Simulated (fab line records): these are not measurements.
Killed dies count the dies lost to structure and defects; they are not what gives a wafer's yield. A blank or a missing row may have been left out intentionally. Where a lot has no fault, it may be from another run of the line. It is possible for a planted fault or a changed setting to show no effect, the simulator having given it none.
The same fault as seen by 2 desks + flow gf180mcu + what lay behind the numbers comes last; until then each desk has only its own

== AT THE METROLOGY DESK ==
What the gauges read, lot by lot, whatever tool the lot ran on: means of the sampled wafers that have a number. Any lot whose mean is over 4 standard deviations away from the usual mean is out of limits and marked OUT; that distance is given in the brackets.
Columns: A = M2_OVL at GF_M2_OVL_MEAS_15, usual 2 nm; B = M3_ALCU_RS at GF_M3_RS_MEAS_05, usual 0.0692 ohm/sq
| lot  | first seen here | A  | B      |
|------|-----------------|----|--------|
| L316 | day 19 11:05    | 5  | 0.0695 |
| L317 | day 19 21:01    | -3 | 0.0693 |
| L319 | day 20 16:10    | 5  | 0.0692 |
| L320 | day 21 08:01    | -7 | 0.0693 |
| L321 | day 21 15:37    | 1  | 0.0701 |
| L323 | day 22 09:55    | 7  | 0.0697 |
| L325 | day 23 08:46    | -0 | 0.0707 |
| L327 | day 23 15:40    | 3  | 0.0680 |
| L328 | day 23 23:01    | 4  | 0.0697 |
| L330 | day 24 15:43    | -1 | 0.0690 |
| L332 | day 25 01:41    | 9  | 0.0694 |
| L333 | day 25 12:23    | 5  | 0.0693 |
| L334 | day 25 23:31    | 12 | 0.0690 |
| L336 | day 26 13:59    | -3 | 0.0702 |
| L337 | day 26 23:29    | 1  | 0.0681 |
Finding of this desk: none of the 15 lots has anything out of limits.

== FOR THE TOOL OWNER'S DESK: rie_metal-03 ==
The tool's own readings at GF_M3_METAL_ETCH_16 (etches the open film in Cl2/BCl3, stops on SiO2, target depth 750.8 nm, time 125.1 s): means of the sampled wafers that have a number, for each lot that ran on this tool. Any lot whose mean is over 4 standard deviations away from the usual mean is out of limits and marked OUT; that distance is given in the brackets.
Columns: A = drypump_motor_current_A at GF_M3_METAL_ETCH_16, usual 5.7 A; B = mfc_cl2_sccm at GF_M3_METAL_ETCH_16, usual 80.02 sccm; C = oes_product_au at GF_M3_METAL_ETCH_16, usual 0.990 a.u.; D = throttle_valve_pct at GF_M3_METAL_ETCH_16, usual 28.230 %
| lot  | first seen here | A   | B     | C               | D                |
|------|-----------------|-----|-------|-----------------|------------------|
| L316 | day 21 13:47    | 6.2 | 80.08 | 0.996           | 28.227           |
| L317 | day 21 23:11    | 6.2 | 79.92 | 0.991           | 28.231           |
| L327 | day 25 15:14    | 6.2 | 79.92 | 0.989           | 28.232           |
| L330 | day 26 14:17    | 6.1 | 80.19 | 0.991           | 28.228           |
| L332 | day 26 23:13    | 6.2 | 79.63 | 0.877 (-23) OUT | 28.333 (+11) OUT |
| L333 | day 27 09:32    | 6.2 | 80.21 | 0.870 (-24) OUT | 28.368 (+14) OUT |
| L336 | day 28 10:07    | 6.2 | 80.11 | 0.870 (-24) OUT | 28.375 (+15) OUT |
This desk's verdict: out of limits on L332, L333, L336, starting with L332 at day 26 23:13 (oes_product_au at GF_M3_METAL_ETCH_16). L316, L317, L327, L330: within limits.

== TAKEN TOGETHER ==
An alarm could have come from the tool owner's desk at day 26 23:13, on L332, L333, L336.
At the metrology desk, nothing out of limits was observed.
The metrology desk holds a record of L332, L333, L336, inside its limits.
All the named lots went through GF_M3_METAL_ETCH_16 on rie_metal-03.

== WHAT HAD BEEN PUT IN BY THE SIMULATOR ==
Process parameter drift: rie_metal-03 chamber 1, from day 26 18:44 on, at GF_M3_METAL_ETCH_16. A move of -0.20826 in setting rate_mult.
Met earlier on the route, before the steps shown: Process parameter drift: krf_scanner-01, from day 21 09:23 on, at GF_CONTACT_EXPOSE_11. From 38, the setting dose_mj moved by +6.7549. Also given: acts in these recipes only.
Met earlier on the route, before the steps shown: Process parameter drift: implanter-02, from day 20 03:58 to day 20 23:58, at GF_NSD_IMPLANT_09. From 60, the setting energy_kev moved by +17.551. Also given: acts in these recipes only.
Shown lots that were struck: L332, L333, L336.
Hours from the fault's start to each desk's first reading out of limits: the tool owner's desk, 4.
